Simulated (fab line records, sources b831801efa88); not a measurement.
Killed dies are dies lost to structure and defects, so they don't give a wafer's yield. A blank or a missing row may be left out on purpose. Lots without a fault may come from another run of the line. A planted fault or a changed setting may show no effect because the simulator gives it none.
One fault seen from 2 desks | flow gf180mcu | each desk has only its own numbers; what lay behind them comes last

THE METROLOGY DESK
What the gauges read, lot by lot, whatever tool the lot ran on: means of the sampled wafers that have a number. A lot is out of limits, marked OUT, if its mean lies more than 4 standard deviations from the usual mean; the brackets give that distance.
Columns: A = M3_OVL at GF_M3_OVL_MEAS_15, usual 6 nm; B = V3_W_RS at GF_V3_RS_MEAS_24, usual 0.3286 ohm/sq
lot  | first seen here | A  | B
L344 | day 21 08:04    | -8 | 0.3327
L347 | day 22 14:59    | 0  | 0.3275
L349 | day 23 07:46    | 10 | 0.3300
L353 | day 24 17:55    | 13 | 0.3301
L355 | day 25 06:36    | 4  | 0.3284
L356 | day 26 00:28    | 15 | 0.3267
L357 | day 26 02:01    | 3  | 0.3301
L362 | day 27 12:28    | 9  | 0.3269
L363 | day 27 18:33    | 4  | 0.3302
L364 | day 28 02:48    | 9  | 0.3289
L365 | day 28 06:44    | 12 | 0.3271
L366 | day 28 13:22    | 8  | 0.3260
This desk's finding: nothing out of limits on any of the 12 lots.

THE TOOL OWNER'S DESK: litho_track-02
The tool's own readings at GF_V3_COAT_09 (resist thk 1000 nm): means of the sampled wafers that have a number, for each lot that ran on this tool. A lot is out of limits, marked OUT, if its mean lies more than 4 standard deviations from the usual mean; the brackets give that distance.
Columns: A = exhaust_pa at GF_V3_COAT_09, usual 45.0 Pa
lot  | first seen here | A
L347 | day 23 03:00    | 45.5
L349 | day 23 20:00    | 44.7
L353 | day 25 05:00    | 44.7
L357 | day 26 13:00    | 45.3
L364 | day 28 14:00    | 45.7
This desk's finding: nothing out of limits on any of the 5 lots.

PUT TOGETHER
The metrology desk saw nothing out of limits.
The tool owner's desk saw nothing out of limits.

WHAT THE SIMULATOR HAD PUT IN
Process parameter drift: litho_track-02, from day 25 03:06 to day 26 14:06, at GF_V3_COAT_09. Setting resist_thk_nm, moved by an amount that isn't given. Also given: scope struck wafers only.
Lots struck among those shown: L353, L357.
